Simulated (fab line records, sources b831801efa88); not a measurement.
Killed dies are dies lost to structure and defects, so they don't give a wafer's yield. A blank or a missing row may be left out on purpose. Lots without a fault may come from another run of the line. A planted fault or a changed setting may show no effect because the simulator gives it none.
Tool commonality check | flow sky130 | 13 lots, 39 wafers sampled

WHY IT WAS OPENED
At SKY_NWELL_RS_MEAS_29 the reading NWELL_RS is flagged on 2 of 13 lots. Wafers without a fault read 624.1 ohm/sq, standard deviation 1.3.
Rule: a lot is flagged when every wafer of it that has a number lies more than 4 standard deviations from that mean, or none has a number. The other lots count as sound.

lot  | measured     | on            | NWELL_RS (ohm/sq), wafer by wafer | flag
L533 | day 5 09:16  | film_metro-03 | 624.1 624.5 623.0                 |
L535 | day 5 21:15  | film_metro-03 | 625.3 626.2 627.1                 |
L538 | day 6 11:18  | film_metro-01 | 624.2 625.1 623.0                 |
L539 | day 6 16:05  | film_metro-04 | 626.7 624.8 624.1                 |
L540 | day 6 22:12  | film_metro-01 | 624.6 625.4 624.6                 |
L541 | day 7 03:12  | film_metro-04 | 624.4 625.5 626.3                 |
L543 | day 7 22:22  | film_metro-01 | 624.1 622.2 624.4                 |
L544 | day 8 01:25  | film_metro-03 | 625.5 624.0 624.0                 |
L545 | day 8 07:48  | film_metro-01 | 623.1 623.3 624.1                 |
L547 | day 8 18:56  | film_metro-01 | 633.0 635.6 633.4                 | FLAGGED
L548 | day 9 02:08  | film_metro-01 | 623.4 622.8 622.2                 |
L550 | day 9 15:25  | film_metro-04 | 636.1 636.7 636.2                 | FLAGGED
L554 | day 10 16:55 | film_metro-03 | 622.8 624.4 623.8                 |
The numbers of the flagged lots are 635.2 ohm/sq on average: +11.1 ohm/sq against the usual, or +9 standard deviations.

WHICH TOOL RAN EACH LOT
The record holds 1 process step before the reading, out of a route of 708 steps. In each cell: the tool, then ch and the chambers that the sampled wafers went through, then the start.
lot  | flag    | SKY_NWELL_IMPLANT_11
L533 |         | implanter-04 ch 0, day 4 14:57
L535 |         | implanter-02 ch 0, day 5 02:27
L538 |         | implanter-04 ch 0, day 5 16:17
L539 |         | implanter-02 ch 0, day 5 20:54
L540 |         | implanter-04 ch 0, day 6 02:26
L541 |         | implanter-02 ch 0, day 6 07:39
L543 |         | implanter-02 ch 0, day 7 01:35
L544 |         | implanter-03 ch 0, day 7 04:22
L545 |         | implanter-02 ch 0, day 7 10:39
L547 | FLAGGED | implanter-02 ch 0, day 7 21:17
L548 |         | implanter-04 ch 0, day 8 03:52
L550 | FLAGGED | implanter-02 ch 0, day 8 16:40
L554 |         | implanter-04 ch 0, day 9 16:51
What these steps do:
- SKY_NWELL_IMPLANT_11
- SKY_NWELL_RS_MEAS_29: measures by four-point-probe.

FLAGGED OVER TOTAL, TOOL BY TOOL (the gauges that took the reading come last)
step                 | tool          | lots run | flagged | share of the flagged lots | sound lots run after its first flagged lot
SKY_NWELL_IMPLANT_11 | implanter-02  | 7        | 2       | all                       | 0
SKY_NWELL_IMPLANT_11 | implanter-03  | 1        | 0       | none                      | -
SKY_NWELL_IMPLANT_11 | implanter-04  | 5        | 0       | none                      | -
SKY_NWELL_RS_MEAS_29 | film_metro-01 | 6        | 1       | some                      | 1 (L548)
SKY_NWELL_RS_MEAS_29 | film_metro-03 | 4        | 0       | none                      | -
SKY_NWELL_RS_MEAS_29 | film_metro-04 | 3        | 1       | some                      | 0

WHAT THE TABLE ALLOWS
1 row of the table ran every flagged lot: implanter-02 at SKY_NWELL_IMPLANT_11.
- implanter-02 at SKY_NWELL_IMPLANT_11: 2 of its 7 lots flagged. Its last sound lot is L545 (day 7 10:39), its first flagged lot L547 (day 7 21:17): a fault that began between those two fits. Its own readings lie more than 4 standard deviations out on every wafer of the flagged lots: dose_ions_cm2.
One tool is left: implanter-02 at SKY_NWELL_IMPLANT_11.

WHAT THE SIMULATOR HAD PUT IN
Process parameter drift: implanter-02, from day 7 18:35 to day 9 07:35, at SKY_NWELL_IMPLANT_11. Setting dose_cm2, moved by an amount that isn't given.
Lots struck among those shown: L547, L550. The rule above found the same.
